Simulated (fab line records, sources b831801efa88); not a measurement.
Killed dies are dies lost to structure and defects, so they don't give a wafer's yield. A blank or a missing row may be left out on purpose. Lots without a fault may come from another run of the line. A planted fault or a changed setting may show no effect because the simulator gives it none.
Which tool did it? | flow sky130 | 7 lots, 21 wafers sampled, at 1 step of a route of 708

WHAT THE GAUGES READ, wafer by wafer
SKY_FIELD_ISO_CD_MEAS_13: target cd 150 nm.
lot  | measured    | on        | cd_nm (nm)
L451 | day 2 10:28 | cd_sem-01 | 150.8 152.6 151.8
L453 | day 2 20:54 | cd_sem-01 | 151.1 148.7 150.2
L460 | day 4 09:40 | cd_sem-01 | 148.6 149.4 150.5
L466 | day 5 18:54 | cd_sem-01 | 149.6 150.1 148.9
L469 | day 6 08:54 | cd_sem-01 | 152.5 150.5 152.9
L471 | day 6 17:56 | cd_sem-02 | 148.4 148.9 147.6
L473 | day 7 04:56 | cd_sem-02 | 151.1 149.9 152.6

WHICH TOOL RAN EACH LOT (tool, then ch and the chambers of the sampled wafers, then the start)
The record holds no process step before these readings.

THE ANSWER, worked out from the rows above alone
Rule: what is usual is taken from the lots themselves. Put in order of their means at a reading, lots are off if they are a third of the lots or fewer, leave a main group of 4 or more, and stand apart from it by a gap of 3 or more times the standard deviation of the main group's means; of several such gaps the widest counts. A main group whose means are all the same, to the digits that the tables above print for the reading, isn't used. A lot without any number at a reading at which 4 lots or more have one is off too. The other lots that the step has rows for count as sound.
No lot is off at any reading shown: from this, nothing can be told.

WHAT THE SIMULATOR HAD PUT IN
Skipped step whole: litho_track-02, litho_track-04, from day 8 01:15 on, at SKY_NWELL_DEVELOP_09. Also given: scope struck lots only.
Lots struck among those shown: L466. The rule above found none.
